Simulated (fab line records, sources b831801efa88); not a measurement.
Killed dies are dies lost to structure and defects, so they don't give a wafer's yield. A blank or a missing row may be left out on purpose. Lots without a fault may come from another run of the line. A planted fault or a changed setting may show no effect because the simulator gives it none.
fab line records | flow sky130
record lots=6 wafers=18 last_day=50
route steps=708 shown VIA1@461 PAD_OPEN@708
lots that met no fault: from a run of the same line without faults
start_h: hours from the record's first day to the start of the lot's first wafer shown | wait_h: hours since the lot's step before | " the same as in the row above | L1.1+2: a row that stands for several wafers | - no value, or no start given | * or withheld: withheld | < > ~ a bound
route shown NAME@n: a module of which the file shows steps, and the number in the route of the first | usual: mean/standard deviation of fault-free wafers | same: alike in all rows | chamber/n: place in a boat | sites: the reading at each site | _std_site: their standard deviation | _edge_site: outer sites' mean less inner sites' | radius_mm: how far each site lies from the wafer's centre | mask NAME#n: copy n | behind: the tool/chamber that last shaped the wafer | hold: why the lot was held/for how many hours/how that ended | device: the transistor (n, p or np) that didn't switch | end of line: the same wafers' tests at the end of the route | a step without rows: its recipe alone | killed: dies lost to structure and defects at the first sort, not the wafer's yield | map: a wafer's dies, x killed, . not, _ none there
set.NAME: the setting as run; set.NAME@STEP: as run at that earlier step | model.NAME: the simulator's own value behind a step, which no gauge read
lots at some steps of the route; a table a step, a row a wafer
services: from which hour (start_h, from the record's first day; less than 0 if before it) a tool's chamber was out of use, for how many hours, and why
## steps
# step SKY_VIA1_BOW_MEAS_03
# recipe mode=bow
# usual VIA1_BOW=82/6.6
# columns lot.wafer tool chamber start_h wait_h VIA1_BOW[um]
L185.1 film_metro-04 - 830.62 0.1 96
L185.4 " - " " 85
L185.5 " - " " 90
L190.1 film_metro-02 - 870.61 0.1 80
L190.3 " - " " 77
L190.5 " - " " 84
L193.3 film_metro-03 - 892.38 0.2 84
L193.4 " - " " 78
L193.6 " - " " 88
L192.1 film_metro-04 - 895.04 0.2 79
L192.2 " - " " 88
L192.3 " - " " 74
L195.1 film_metro-02 - 907.76 0.1 92
L195.3 " - " " 93
L195.5 " - " " 78
L199.2 film_metro-04 - 931.18 0.1 75
L199.5 " - " " 84
L199.6 " - " " 77
# step SKY_VIA1_DEHYDRATE_04
# recipe temp_c=200 time_s=60
# step SKY_VIA1_HMDS_05
# recipe prime_time_s=60 prime_temp_c=120
# step SKY_VIA1_COAT_06
# recipe resist=BARC temp_c=withheld time_s=withheld spin_rpm=3000 resist_thk_nm=60
# step SKY_VIA1_COAT_07
# recipe resist=KrF-thick spin_rpm=3000 resist_thk_nm=450
# step SKY_VIA1_SOFTBAKE_08
# recipe temp_c=100 time_s=90 resist=KrF-thick
# step SKY_VIA1_EXPOSE_09
# recipe mask_id=VIM na=0.8 source_shape=annular sigma_inner=0.55 sigma_outer=0.85 target_cd_nm=150 dose_mj=38
# step SKY_VIA1_PEB_10
# recipe peb_temp_c=withheld peb_time_s=withheld resist=KrF-thick
# step SKY_VIA1_DEVELOP_11
# recipe develop_time_s=60 resist=KrF-thick dev_temp_c=21
# step SKY_VIA1_CD_MEAS_12
# recipe target_cd_nm=150
# usual cd_nm=150.2/1.9
# columns lot.wafer tool chamber start_h wait_h cd_nm
L185.1 cd_sem-02 - 857.09 - 151.5
L185.4 " - " " 150.7
L185.5 " - " " 149.4
L190.1 cd_sem-01 - 896.29 - 151.1
L190.3 " - " " 150.5
L190.5 " - " " 152.1
L193.3 cd_sem-02 - 918.07 - 149.8
L193.4 " - " " 149.1
L193.6 " - " " 148.7
L192.1 cd_sem-01 - 920.63 - 146.9
L192.2 " - " " 146.6
L192.3 " - " " 147.2
L195.1 cd_sem-01 - 933.07 - 148.4
L195.3 " - " " 150.1
L195.5 " - " " 148.7
L199.2 cd_sem-01 - 955.61 - 149.5
L199.5 " - " " 149.5
L199.6 " - " " 149.8
# step SKY_VIA1_OVL_MEAS_13
# usual VIA1_OVL=3/5.1
# columns lot.wafer tool chamber start_h wait_h VIA1_OVL[nm]
L185.1 overlay-01 - 857.21 0.1 2
L185.4 " - " " 3
L185.5 " - " " 5
L190.1 overlay-01 - 896.41 0.1 -1
L190.3 " - " " 0
L190.5 " - " " -4
L193.3 overlay-01 - 918.16 0.1 -3
L193.4 " - " " 0
L193.6 " - " " 4
L192.1 overlay-02 - 920.75 0.1 2
L192.2 " - " " 0
L192.3 " - " " -2
L195.1 overlay-02 - 933.19 0.1 -6
L195.3 " - " " -1
L195.5 " - " " -4
L199.2 overlay-01 - 955.72 0.1 0
L199.5 " - " " -2
L199.6 " - " " -3
# step SKY_VIA1_ETCH_14
# recipe chemistry=N2/H2 target=BARC ion_energy_ev=200 source_w=500 bias_w=100 pressure_mtorr=30 n2_flow_sccm=100 h2_flow_sccm=200 stop_on=SiO2 time_s=45.9 target_depth_a=600
# usual chamber_pressure_mTorr=29.999/0.025 drypump_motor_current_A=5.6/0.35 oes_product_au=0.855/0.0051 rf_fwd_power_W=494.7/2.4 run_length_s=74.0/0.47 throttle_valve_pct=13.223/0.0097
# columns lot.wafer tool chamber start_h wait_h chamber_pressure_mTorr drypump_motor_current_A oes_product_au rf_fwd_power_W rf_hours_counter_h run_length_s throttle_valve_pct
L185.1 rie_diel-02 0 857.24 0.0 30.031 5.2 0.857 491.3 5 74.5 13.218
L185.4 " 3 " " 29.986 5.5 0.846 497.9 1 74.4 13.224
L185.5 " 0 " " 30.003 5.2 0.855 491.6 - 73.9 13.222
L190.1 rie_diel-02 0 896.44 0.0 29.999 5.2 0.848 493.0 6 74.2 13.220
L190.3 " 1 " " 30.022 5.1 0.855 490.9 24 73.5 13.240
L190.5 " 1 " " 30.028 5.1 0.855 493.3 - 73.2 13.213
L193.3 rie_diel-02 2 918.19 0.0 29.987 6.0 0.859 496.1 11 74.3 13.234
L193.4 " 3 " " 30.017 5.5 0.856 497.6 3 74.7 13.219
L193.6 " 1 " " 30.005 5.1 0.862 492.8 - 73.1 13.215
L192.1 rie_diel-02 3 920.79 0.0 30.001 5.5 0.868 497.4 3 74.1 13.244
L192.2 " 0 " " 30.006 5.2 0.861 491.6 7 74.1 13.219
L192.3 " 2 " " 30.009 6.0 0.851 499.4 11 74.3 13.228
L195.1 rie_diel-04 2 933.23 0.0 30.023 5.1 0.850 491.2 15 73.3 13.224
L195.3 " 0 " " 29.985 5.9 0.844 496.5 10 74.8 13.214
L195.5 " 3 " " 29.981 5.4 0.855 497.0 - 73.4 13.216
L199.2 rie_diel-01 2 955.75 0.0 29.965 5.7 0.851 497.7 7 73.7 13.215
L199.5 " 2 " " 30.008 5.7 0.850 495.2 - 73.9 13.239
L199.6 " 1 " " 30.005 5.7 0.854 496.6 - 74.4 13.230
# step SKY_VIA1_ETCH_15
# recipe target=SiO2 chemistry=C4F8/O2/Ar target_depth_nm=351 stop_on=TiN mask_material=KrF-thick source_w=1500 bias_w=1200 pressure_mtorr=40 c4f8_flow_sccm=withheld O2_flow_sccm=6 Ar_flow_sccm=300 time_s=54
# usual chamber_pressure_mTorr=40.00/0.041 oes_product_au=0.982/0.0051 rf_fwd_power_W=1487/5.7 run_length_s=82.1/0.46
# columns lot.wafer tool chamber start_h wait_h chamber_pressure_mTorr oes_product_au rf_fwd_power_W rf_hours_counter_h run_length_s model.VIA1.feature_depth_nm model.etch.depth_nm model.KrF-thick_of_VIA1_COAT_07.thk_nm
L185.1 rie_diel-02 0 857.29 0.0 39.96 0.984 1489 5 82.2 345 345 322
L185.4 " 3 " " 40.05 0.988 1490 1 82.3 345.8 345.8 319.8
L185.5 " 0 " " 40.05 0.982 1482 - 82.2 345.1 345.1 319.8
L190.1 rie_diel-02 0 896.49 0.0 39.92 0.981 1488 6 82.3 343.9 343.9 320.8
L190.3 " 1 " " 40.04 0.989 1483 24 81.3 344 344 320.2
L190.5 " 1 " " 39.98 0.984 1478 - 81.2 343 343 319.4
L193.3 rie_diel-02 2 918.23 0.0 39.95 0.984 1494 11 82.2 345.1 345.1 323.8
L193.4 " 3 " " 40.07 0.990 - 3 73.0 286.4 286.4 334.4
L193.6 " 1 " " 40.00 0.978 1488 - 81.9 344.6 344.6 322.7
L192.1 rie_diel-02 3 920.83 0.0 40.05 1.001 - 3 72.9 291.3 291.3 334.1
L192.2 " 0 " " 40.01 0.981 1481 7 82.2 345.1 345.1 322.2
L192.3 " 2 " " 39.97 0.984 1490 11 82.4 345.6 345.6 322
L195.1 rie_diel-04 2 933.27 0.0 39.98 0.983 1477 15 81.5 344.3 344.3 321.3
L195.3 " 0 " " 39.95 0.971 1489 10 82.6 344.1 344.1 322.7
L195.5 " 3 " " 40.05 0.985 1493 - 81.8 345.3 345.3 321.9
L199.2 rie_diel-01 2 955.79 0.0 40.07 0.989 1494 7 81.8 345 345 320.7
L199.5 " 2 " " 40.01 0.983 1489 - 81.9 345 345 321.1
L199.6 " 1 " " 39.98 0.990 1488 - 82.4 344 344 321.4
# step SKY_VIA1_STRIP_16
# recipe chemistry=O2/N2 power_w=1400 pressure_mtorr=1500 platen_temp_c=withheld o2_flow_sccm=3000 n2_flow_sccm=300 overash_fraction=0.5
# usual chamber_pressure_mTorr=1500.0/1.3 drypump_motor_current_A=5.9/0.39 oes_product_au=0.415/0.0048 strip_time_to_endpoint_s=4.455/0.02
# columns lot.wafer tool chamber start_h wait_h chamber_pressure_mTorr drypump_motor_current_A oes_product_au rf_hours_counter_h strip_time_to_endpoint_s
L185.1 plasma_asher-02 0 857.33 0.0 1500.9 5.3 0.418 43 4.432
L185.4 " 0 " " 1500.6 5.3 0.418 - 4.441
L185.5 " 0 " " 1499.1 5.3 0.415 - 4.431
L190.1 plasma_asher-03 1 896.53 0.0 1501.4 5.8 0.414 16 4.434
L190.3 " 0 " " 1499.6 6.5 0.426 - 4.432
L190.5 " 1 " " 1497.8 5.8 0.415 - 4.428
L193.3 plasma_asher-03 0 918.31 0.1 1501.3 6.5 0.408 - 4.470
L193.4 " 1 " " 1501.6 5.8 0.422 - 4.585
L193.6 " 0 " " 1500.8 6.5 0.414 - 4.495
L192.1 plasma_asher-02 1 920.87 0.0 1500.9 6.1 0.424 50 4.578
L192.2 " 0 " " 1501.6 5.3 0.411 50 4.458
L192.3 " 0 " " 1500.0 5.3 0.405 - 4.463
L195.1 plasma_asher-03 0 933.32 0.0 1498.5 6.5 0.413 20 4.450
L195.3 " 0 " " 1499.9 6.5 0.417 - 4.468
L195.5 " 1 " " 1499.0 5.8 0.411 - 4.448
L199.2 plasma_asher-04 0 955.83 0.0 1499.3 5.7 0.415 80 4.445
L199.5 " 1 " " 1499.3 5.9 0.416 - 4.423
L199.6 " 0 " " 1497.9 5.7 0.416 - 4.430
# step SKY_VIA1_STRIP_17
# recipe chemistry=post_etch_residue_remover time_s=1200 temp_c=72.5
# step SKY_PAD_OPEN_PROBE_99
# usual defect_limited_yield=82.8/1.8 killed_at_M0_to_M3=42/6.4 killed_at_M4_up=3.0/2 killed_at_contacts=24/5.2 killed_at_front_end=14/4.2 killed_at_other=0.4/0.72 killed_dies=84/9 killed_open=46/6.6 killed_short=38/6
# same gross_dies=492 killed_at_back_side=0
# columns lot.wafer tool chamber start_h wait_h defect_limited_yield[%] killed_at_M0_to_M3 killed_at_M4_up killed_at_contacts killed_at_front_end killed_at_other killed_dies killed_open killed_short model.etest.tester.sort_n_pass model.etest.tester.sort_bin_5_pct model.etest.tester.sort_yield_pct model.etest.licon_to_gate.open model.etest.res_p_drift_20v.open model.etest.res_poly.open model.etest.pfet_16v.under_floor model.etest.field_p.under_floor
L185.1 prober-01 - 1125.38 0.1 85.4 27 5 23 16 1 72 38 33 420 10.37 85.37 0 0 0 0 0
L185.4 prober-01 - 1125.53 0.2 83.5 50 0 13 18 0 81 43 38 411 9.553 83.54 0 0 0 0 0
L185.5 prober-01 - 1125.58 0.2 83.3 39 1 27 15 0 82 45 37 410 9.553 83.33 0 0 0 0 0
L190.1 prober-02 - 1154.89 0.1 82.5 40 5 25 16 0 86 48 37 406 10.16 82.52 0 0 0 0 0
L190.3 prober-02 - 1154.99 0.2 83.1 45 4 23 11 0 83 47 36 409 11.99 83.13 0 0 0 0 0
L190.5 prober-02 - 1155.09 0.2 83.3 37 2 28 15 0 82 43 38 410 10.37 83.33 0 0 0 0 0
L193.3 prober-01 - 1169.81 0.2 83.3 39 1 22 20 0 82 45 37 410 10.37 83.33 0 0 0 0 0
L193.4 prober-01 - 1169.86 0.2 83.3 47 2 22 11 0 82 47 35 0 92.89 0 1 1 1 1 1
L193.6 prober-01 - 1169.96 0.2 82.7 43 5 23 14 0 85 48 37 407 10.57 82.72 0 0 0 0 0
L192.1 prober-02 - 1172.51 0.1 80.9 47 0 25 21 1 94 53 41 0 93.29 0 1 1 1 1 1
L192.2 prober-02 - 1172.56 0.1 82.1 41 3 25 19 0 88 47 41 404 10.57 82.11 0 0 0 0 0
L192.3 prober-02 - 1172.61 0.2 79.5 51 2 36 12 0 101 48 53 391 12.2 79.47 0 0 0 0 0
L195.1 prober-01 - 1181.00 0.1 81.1 39 4 25 25 0 93 41 51 399 8.74 81.1 0 0 0 0 0
L195.3 prober-01 - 1181.10 0.2 81.1 49 5 23 16 0 93 52 41 399 9.959 81.1 0 0 0 0 0
L195.5 prober-01 - 1181.20 0.2 84.3 41 2 22 12 0 77 58 18 415 9.553 84.35 0 0 0 0 0
L199.2 prober-02 - 1197.37 0.1 83.5 41 9 16 15 0 81 41 40 411 9.146 83.54 0 0 0 0 0
L199.5 prober-02 - 1197.52 0.2 79.1 53 3 28 17 2 103 48 55 389 11.59 79.06 0 0 0 0 0
L199.6 prober-02 - 1197.57 0.2 80.3 51 4 24 17 1 97 54 43 395 14.43 80.28 0 0 0 0 0
# killed by level:class
L185.1 FIELD_ISO:geometric_particle:short=8 CONTACT:geometric_particle:open=8 LI_CONTACT:geometric_particle:open=6 CONTACT:geometric_particle:short=6 METAL2:geometric_particle:short=6 VIA1:geometric_particle:open=5 VIA3:geometric_particle:open=5 METAL1:geometric_particle:open=4
L185.4 VIA2:geometric_particle:open=9 METAL1:geometric_particle:short=6 VIA1:geometric_particle:open=6 METAL2:geometric_particle:short=5 VIA3:geometric_particle:short=5 FIELD_ISO:geometric_particle:short=4 FIELD_ISO:geometric_particle:open=4 POLY_GATE:geometric_particle:open=4
L185.5 CONTACT:geometric_particle:open=9 LI_CONTACT:geometric_particle:open=8 VIA2:geometric_particle:open=7 CONTACT:geometric_particle:short=6 VIA3:geometric_particle:open=6 FIELD_ISO:geometric_particle:short=5 METAL1:geometric_particle:open=4 POLY_GATE:geometric_particle:short=4
L190.1 LI_CONTACT:geometric_particle:open=11 METAL2:geometric_particle:short=8 VIA1:geometric_particle:open=7 VIA2:geometric_particle:open=7 VIA3:geometric_particle:open=6 CONTACT:geometric_particle:open=5 FIELD_ISO:geometric_particle:short=4 LOCAL_INTERCONNECT:geometric_particle:short=4
L190.3 VIA1:geometric_particle:open=14 CONTACT:geometric_particle:open=10 VIA2:geometric_particle:open=6 METAL1:geometric_particle:short=5 VIA3:geometric_particle:open=5 LOCAL_INTERCONNECT:geometric_particle:short=4 CONTACT:geometric_particle:short=4 VIA1:geometric_particle:short=4
L190.5 LI_CONTACT:geometric_particle:open=11 CONTACT:geometric_particle:short=7 VIA1:geometric_particle:open=7 CONTACT:geometric_particle:open=6 METAL1:geometric_particle:short=6 POLY_GATE:geometric_particle:short=5 VIA3:geometric_particle:open=5 FIELD_ISO:geometric_particle:open=4
L193.3 VIA1:geometric_particle:open=10 LI_CONTACT:geometric_particle:open=8 CONTACT:geometric_particle:open=6 FIELD_ISO:geometric_particle:short=5 VIA2:geometric_particle:open=5 LOCAL_INTERCONNECT:geometric_particle:short=4 METAL1:geometric_particle:short=4 METAL2:geometric_particle:short=4
L193.4 VIA1:geometric_particle:open=10 CONTACT:geometric_particle:open=10 VIA1:geometric_particle:short=7 VIA3:geometric_particle:open=6 LI_CONTACT:geometric_particle:open=5 VIA2:geometric_particle:open=5 METAL2:geometric_particle:short=5 METAL3:geometric_particle:short=4
L193.6 VIA2:geometric_particle:open=13 CONTACT:geometric_particle:open=8 VIA1:geometric_particle:open=7 VIA3:geometric_particle:open=6 LI_CONTACT:geometric_particle:open=5 CONTACT:geometric_particle:short=5 METAL3:geometric_particle:short=5 VIA3:geometric_particle:short=5
L192.1 CONTACT:geometric_particle:open=12 VIA3:geometric_particle:open=9 LI_CONTACT:geometric_particle:open=7 VIA1:geometric_particle:open=7 VIA1:geometric_particle:short=6 FIELD_ISO:geometric_particle:short=5 METAL3:geometric_particle:short=5 METAL1:geometric_particle:short=5
L192.2 CONTACT:geometric_particle:open=10 VIA1:geometric_particle:open=9 LI_CONTACT:geometric_particle:open=7 VIA1:geometric_particle:short=7 LOCAL_INTERCONNECT:geometric_particle:short=6 VIA2:geometric_particle:open=6 METAL1:geometric_particle:short=5 VIA3:geometric_particle:open=5
L192.3 VIA1:geometric_particle:open=10 LI_CONTACT:geometric_particle:open=9 CONTACT:geometric_particle:open=8 METAL1:geometric_particle:short=7 CONTACT:geometric_particle:short=7 METAL2:geometric_particle:short=7 LI_CONTACT:geometric_particle:short=6 VIA3:geometric_particle:open=6
L195.1 CONTACT:geometric_particle:open=12 VIA1:geometric_particle:open=8 VIA3:geometric_particle:short=7 FIELD_ISO:geometric_particle:short=6 CONTACT:geometric_particle:short=5 VIA2:geometric_particle:short=5 VIA3:geometric_particle:open=5 POLY_GATE:geometric_particle:short=4
L195.3 VIA1:geometric_particle:open=11 LI_CONTACT:geometric_particle:open=8 CONTACT:geometric_particle:open=7 VIA2:geometric_particle:open=7 VIA3:geometric_particle:open=6 METAL2:geometric_particle:short=5 POLY_GATE:geometric_particle:short=4 METAL1:geometric_particle:short=4
L195.5 VIA1:geometric_particle:open=17 LI_CONTACT:geometric_particle:open=7 CONTACT:geometric_particle:open=7 VIA2:geometric_particle:open=6 VIA3:geometric_particle:open=5 POLY_GATE:geometric_particle:open=4 FIELD_ISO:geometric_particle:open=3 LOCAL_INTERCONNECT:geometric_particle:open=3
L199.2 VIA1:geometric_particle:open=8 VIA2:geometric_particle:open=6 CONTACT:geometric_particle:open=6 VIA3:geometric_particle:open=6 METAL4:geometric_particle:short=6 FIELD_ISO:geometric_particle:short=5 METAL1:geometric_particle:short=5 VIA1:geometric_particle:short=5
L199.5 METAL1:geometric_particle:short=11 VIA2:geometric_particle:open=9 VIA1:geometric_particle:open=8 LI_CONTACT:geometric_particle:open=8 CONTACT:geometric_particle:short=7 LI_CONTACT:geometric_particle:short=6 CONTACT:geometric_particle:open=6 VIA3:geometric_particle:open=6
L199.6 VIA1:geometric_particle:open=11 CONTACT:geometric_particle:open=10 VIA2:geometric_particle:open=8 FIELD_ISO:geometric_particle:short=7 VIA3:geometric_particle:open=7 VIA1:geometric_particle:short=5 LOCAL_INTERCONNECT:geometric_particle:short=4 VIA3:geometric_particle:short=4
## services
# columns tool chamber start_h hours kind
rie_diel-01 1 846.90 - clean
rie_diel-01 1 846.90 34.6 scheduled_down
rie_diel-01 1 846.90 34.6 vent_cycle
plasma_asher-04 - 864.55 20.6 pm
rie_diel-04 3 881.44 7.2 repair
rie_diel-04 0 896.31 7.1 repair
rie_diel-01 0 899.64 4.7 repair
rie_diel-01 2 903.55 2.1 repair
rie_diel-01 - 911.74 14.6 pm
plasma_asher-03 - 926.97 3.4 repair
plasma_asher-03 - 949.10 9.8 pm
## key
first_sign step=SKY_VIA1_ETCH_15 reading=run_length_s direction=down sigmas=20 usual=* struck=*
effect step=SKY_VIA1_ETCH_15 reading=oes_product_au direction=up sigmas=2.7 usual=0.982 struck=0.996
effect step=SKY_VIA1_STRIP_16 reading=strip_time_to_endpoint_s direction=up sigmas=6.3 usual=* struck=*
model_effect step=SKY_VIA1_ETCH_15 value=VIA1.feature_depth_nm without=344.8 struck=288.8
model_effect step=SKY_PAD_OPEN_PROBE_99 value=etest.tester.sort_n_pass without=404 struck=0
met_at SKY_VIA1_ETCH_15
struck_wafers L192.1,L193.4
onset_between 857.29 918.23
fault kind=process_parameter_drift tool=rie_diel-02 chamber=3 onset_h=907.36 steps=SKY_VIA1_ETCH_15 channel=time_s offset=* shape=step end_h=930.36 acts_in=* stated=*
